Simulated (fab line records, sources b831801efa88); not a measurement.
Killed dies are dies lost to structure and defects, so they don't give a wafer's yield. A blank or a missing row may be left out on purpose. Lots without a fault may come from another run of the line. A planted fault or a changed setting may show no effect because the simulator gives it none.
fab line records | flow sky130
record lots=13 wafers=39 last_day=50
route steps=708 shown NWELL@64 SD_P@359 LI_CONTACT@363
lots that met no fault: from a run of the same line without faults
start_h: hours from the record's first day to the start of the lot's first wafer shown | wait_h: hours since the lot's step before | " the same as in the row above | L1.1+2: a row that stands for several wafers | - no value, or no start given | * or withheld: withheld | < > ~ a bound
route shown NAME@n: a module of which the file shows steps, and the number in the route of the first | usual: mean/standard deviation of fault-free wafers | same: alike in all rows | chamber/n: place in a boat | sites: the reading at each site | _std_site: their standard deviation | _edge_site: outer sites' mean less inner sites' | radius_mm: how far each site lies from the wafer's centre | mask NAME#n: copy n | behind: the tool/chamber that last shaped the wafer | hold: why the lot was held/for how many hours/how that ended | device: the transistor (n, p or np) that didn't switch | end of line: the same wafers' tests at the end of the route | a step without rows: its recipe alone | killed: dies lost to structure and defects at the first sort, not the wafer's yield | map: a wafer's dies, x killed, . not, _ none there
set.NAME: the setting as run; set.NAME@STEP: as run at that earlier step | model.NAME: the simulator's own value behind a step, which no gauge read
steps of the route over a sample of lots; a table a step, a row a wafer
services: from which hour (start_h, from the record's first day; less than 0 if before it) a tool's chamber was out of use, for how many hours, and why
## steps
# step SKY_NWELL_IMPLANT_11
# recipe species=P energy_kev=400 dose_cm2=1.9e+13 tilt_deg=withheld
# usual beam_energy_keV=400.02/0.13 end_station_pressure_torr=5.08e-06/2.6e-07
# same implant_ion_amu=31
# columns lot.wafer tool chamber start_h wait_h beam_energy_keV end_station_pressure_torr
L659.2 implanter-04 0 87.55 0.0 399.79 5.43e-06
L659.3 " 0 " " 399.93 4.93e-06
L659.4 " 0 " " 399.93 5.08e-06
L660.2 implanter-04 0 91.68 0.0 399.76 5.21e-06
L660.3 " 0 " " 400.03 4.57e-06
L660.4 " 0 " " 400.00 5.23e-06
L662.1 implanter-01 0 106.52 0.0 399.80 4.92e-06
L662.4 " 0 " " 399.75 5.08e-06
L662.6 " 0 " " 400.04 5.49e-06
L663.1 implanter-01 0 111.03 0.0 400.00 5.31e-06
L663.3 " 0 " " 400.01 5.5e-06
L663.6 " 0 " " 399.95 4.82e-06
L664.1 implanter-01 0 116.27 0.0 400.06 5.04e-06
L664.2 " 0 " " 400.16 5.34e-06
L664.6 " 0 " " 400.02 4.96e-06
L665.3 implanter-03 0 119.30 0.1 400.10 4.9e-06
L665.5 " 0 " " 400.13 4.92e-06
L665.6 " 0 " " 400.25 5.21e-06
L667.1 implanter-04 0 132.43 0.0 399.61 4.87e-06
L667.2 " 0 " " 399.89 5.09e-06
L667.3 " 0 " " 399.64 5.52e-06
L668.1 implanter-01 0 137.07 0.0 400.01 4.99e-06
L668.2 " 0 " " 400.14 5.03e-06
L668.5 " 0 " " 399.99 4.99e-06
L669.1 implanter-04 0 143.80 0.0 400.21 4.92e-06
L669.2 " 0 " " 399.95 5.13e-06
L669.3 " 0 " " 400.06 5.06e-06
L671.1 implanter-03 0 157.62 0.0 400.11 4.66e-06
L671.3 " 0 " " 400.38 4.85e-06
L671.6 " 0 " " 400.26 4.77e-06
L680.1 implanter-03 0 208.92 0.0 477.38 5.3e-06
L680.5 " 0 " " 477.20 4.99e-06
L680.6 " 0 " " 477.19 4.78e-06
L681.2 implanter-03 0 216.83 0.0 477.02 4.99e-06
L681.3 " 0 " " 477.11 5.04e-06
L681.5 " 0 " " 477.10 5.22e-06
L682.1 implanter-01 0 224.73 0.0 399.84 4.79e-06
L682.5 " 0 " " 399.89 5.15e-06
L682.6 " 0 " " 399.91 4.98e-06
# step SKY_NWELL_RS_MEAS_29
# recipe thk_meas_gauge=four-point-probe
# usual NWELL_RS=625.3/1.8
# columns lot.wafer tool chamber start_h wait_h NWELL_RS[ohm/sq]
L659.2 film_metro-01 - 106.58 0.1 623.2
L659.3 " - " " 621.6
L659.4 " - " " 620.7
L660.2 film_metro-01 - 111.16 0.1 626.1
L660.3 " - " " 625.8
L660.4 " - " " 623.1
L662.1 film_metro-04 - 126.36 0.1 626.4
L662.4 " - " " 625.4
L662.6 " - " " 625.9
L663.1 film_metro-01 - 130.96 0.1 624.7
L663.3 " - " " 623.3
L663.6 " - " " 624.6
L664.1 film_metro-01 - 136.92 0.1 627.8
L664.2 " - " " 628.2
L664.6 " - " " 628.8
L665.3 film_metro-02 - 139.46 0.1 625.9
L665.5 " - " " 625.2
L665.6 " - " " 625.8
L667.1 film_metro-01 - 152.83 0.1 624.4
L667.2 " - " " 625.0
L667.3 " - " " 626.0
L668.1 film_metro-02 - 157.73 0.1 625.5
L668.2 " - " " 626.0
L668.5 " - " " 624.3
L669.1 film_metro-01 - 164.93 0.1 623.8
L669.2 " - " " 625.1
L669.3 " - " " 624.1
L671.1 film_metro-02 - 178.36 0.1 624.9
L671.3 " - " " 624.8
L671.6 " - " " 625.7
L680.1 film_metro-02 - 232.39 0.1 602.0
L680.5 " - " " 603.4
L680.6 " - " " 602.1
L681.2 film_metro-04 - 241.06 0.1 606.2
L681.3 " - " " 605.9
L681.5 " - " " 605.7
L682.1 film_metro-01 - 249.24 0.1 624.8
L682.5 " - " " 623.4
L682.6 " - " " 621.5
# step SKY_SD_N_RS_MEAS_17
# recipe thk_meas_gauge=four-point-probe
# usual SD_P_RS=147.2/0.39
# columns lot.wafer tool chamber start_h wait_h SD_P_RS[ohm/sq]
L659.2 film_metro-02 - 657.42 0.1 147.3
L659.3 " - " " 147.1
L659.4 " - " " 146.8
L660.2 film_metro-02 - 658.61 0.1 146.8
L660.3 " - " " 147.1
L660.4 " - " " 147.3
L662.1 film_metro-04 - 689.23 0.1 146.6
L662.4 " - " " 146.9
L662.6 " - " " 146.8
L664.1 film_metro-03 - 698.03 0.1 147.0
L664.2 " - " " 147.2
L664.6 " - " " 147.0
L663.1 film_metro-04 - 698.98 0.1 147.7
L663.3 " - " " 147.7
L663.6 " - " " 148.0
L665.3 film_metro-02 - 699.49 0.1 147.2
L665.5 " - " " 147.5
L665.6 " - " " 147.9
L668.1 film_metro-04 - 735.81 0.1 147.1
L668.2 " - " " 147.4
L668.5 " - " " 147.3
L667.1 film_metro-03 - 738.73 0.1 146.5
L667.2 " - " " 147.2
L667.3 " - " " 147.2
L669.1 film_metro-03 - 744.80 0.1 146.3
L669.2 " - " " 146.4
L669.3 " - " " 146.7
L671.1 film_metro-03 - 761.80 0.1 147.7
L671.3 " - " " 147.7
L671.6 " - " " 147.8
L680.1 film_metro-03 - 816.08 0.1 147.0
L680.5 " - " " 147.1
L680.6 " - " " 146.8
L681.2 film_metro-02 - 825.54 0.1 147.1
L681.3 " - " " 147.2
L681.5 " - " " 147.1
L682.1 film_metro-03 - 829.85 0.1 146.5
L682.5 " - " " 146.9
L682.6 " - " " 146.9
# step SKY_LI_CONTACT_THK_MEAS_01
# recipe reads=PSG_of_LI_CONTACT_HDPCVD_00
# usual LI_CONTACT_HDPCVD_THK=926/8
# columns lot.wafer tool chamber start_h wait_h LI_CONTACT_HDPCVD_THK[nm]
L659.2 film_metro-04 - 657.77 0.1 924
L659.3 " - " " 925
L659.4 " - " " 933
L660.2 film_metro-03 - 658.96 0.1 935
L660.3 " - " " 926
L660.4 " - " " 929
L662.1 film_metro-02 - 689.59 0.1 925
L662.4 " - " " 912
L662.6 " - " " 930
L664.1 film_metro-04 - 698.39 0.1 925
L664.2 " - " " 926
L664.6 " - " " 924
L663.1 film_metro-03 - 699.34 0.1 927
L663.3 " - " " 931
L663.6 " - " " 922
L665.3 film_metro-03 - 699.84 0.1 943
L665.5 " - " " 944
L665.6 " - " " 950
L668.1 film_metro-02 - 736.17 0.1 918
L668.2 " - " " 931
L668.5 " - " " 924
L667.1 film_metro-04 - 739.09 0.1 921
L667.2 " - " " 927
L667.3 " - " " 928
L669.1 film_metro-02 - 745.15 0.1 923
L669.2 " - " " 915
L669.3 " - " " 931
L671.1 film_metro-02 - 762.16 0.1 921
L671.3 " - " " 920
L671.6 " - " " 917
L680.1 film_metro-03 - 816.44 0.1 937
L680.5 " - " " 937
L680.6 " - " " 919
L681.2 film_metro-03 - 825.89 0.1 923
L681.3 " - " " 927
L681.5 " - " " 914
L682.1 film_metro-02 - 830.21 0.1 917
L682.5 " - " " 927
L682.6 " - " " 926
# step SKY_LI_CONTACT_CVD_21
# recipe material=W target_thk_nm=400 time_s=120.56 temp_c=400 pressure_torr=40
# usual heater_power_w=930/74
# columns lot.wafer tool chamber start_h wait_h heater_power_w since_wet_clean_h
L659.2 cvd_w-02 0 687.35 0.0 826 283
L659.3 " 0 " " 838 -
L659.4 " 1 " " 1019 -
L660.2 cvd_w-01 1 688.15 0.0 904 784
L660.3 " 1 " " 901 -
L660.4 " 0 " " 959 -
L662.1 cvd_w-01 1 718.55 0.0 883 815
L662.4 " 1 " " 919 -
L662.6 " 1 " " 909 -
L664.1 cvd_w-01 1 727.85 0.0 896 824
L664.2 " 0 " " 955 824
L664.6 " 0 " " 958 -
L663.1 cvd_w-02 0 728.35 0.0 833 324
L663.3 " 0 " " 831 -
L663.6 " 1 " " 1026 -
L665.3 cvd_w-02 0 728.87 0.1 844 -
L665.5 " 0 " " 846 -
L665.6 " 1 " " 1047 -
L668.1 cvd_w-02 1 764.27 0.0 1019 360
L668.2 " 0 " " 822 360
L668.5 " 0 " " 826 -
L667.1 cvd_w-01 1 767.00 0.0 894 863
L667.2 " 0 " " 960 863
L667.3 " 0 " " 961 -
L669.1 cvd_w-01 1 773.07 0.0 916 869
L669.2 " 0 " " 950 869
L669.3 " 0 " " 929 -
L671.1 cvd_w-02 1 789.58 0.0 985 386
L671.3 " 1 " " 1021 -
L671.6 " 0 " " 849 -
L680.1 cvd_w-02 1 843.55 0.0 1034 440
L680.5 " 1 " " 1012 -
L680.6 " 0 " " 866 -
L681.2 cvd_w-02 1 853.38 0.0 1012 449
L681.3 " 1 " " 1029 -
L681.5 " 1 " " 1044 -
L682.1 cvd_w-02 1 857.25 0.0 1004 453
L682.5 " 1 " " 1020 -
L682.6 " 0 " " 839 -
## services
# columns tool chamber start_h hours kind
implanter-04 - 71.53 6.1 repair
implanter-03 - 77.77 5.6 pm
cvd_w-02 0 79.22 12.0 repair
implanter-01 - 81.94 2.0 repair
implanter-04 - 124.91 3.0 repair
implanter-04 - 139.68 1.7 repair
implanter-01 - 159.29 1.2 repair
cvd_w-02 1 193.21 9.5 repair
implanter-01 - 209.83 3.8 pm
cvd_w-01 - 356.96 2.8 pm
cvd_w-01 - 377.92 6.9 pm
implanter-01 - 380.31 61.7 repair
cvd_w-02 - 390.00 14.0 pm
cvd_w-01 - 442.77 0.8 repair
cvd_w-01 - 456.68 2.3 repair
implanter-01 - 531.40 4.6 pm
cvd_w-02 0 555.65 1.8 repair
cvd_w-02 - 561.58 2.8 pm
cvd_w-01 1 566.67 5.2 repair
cvd_w-02 - 628.22 0.2 repair
implanter-01 - 650.39 27.1 pm
cvd_w-01 1 677.03 2.5 repair
implanter-01 - 802.32 2.2 repair
cvd_w-02 1 830.58 3.5 repair
## key
first_sign step=SKY_NWELL_IMPLANT_11 reading=beam_energy_keV direction=up sigmas=99+ usual=* struck=*
effect step=SKY_NWELL_RS_MEAS_29 reading=NWELL_RS direction=down sigmas=12 usual=625.3 struck=604.2
met_at SKY_NWELL_IMPLANT_11
struck_lots L680,L681
tester_left_out L680,L681
not_acting_at SKY_SD_N_RS_MEAS_17,SKY_LI_CONTACT_THK_MEAS_01,SKY_LI_CONTACT_CVD_21
onset_between 157.62 208.92
fault kind=process_parameter_drift tool=implanter-03 chamber=- onset_h=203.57 steps=SKY_NWELL_IMPLANT_11 channel=energy_kev offset=* shape=step end_h=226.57 acts_in=* stated=*
# tester_left_out: of these lots the tester's yield and bins aren't shown, on N5 and GAA mostly nor the transistor test; their killed dies are dies lost to structure and defects alone, not to doping, threshold or leakage, so they don't give the yield
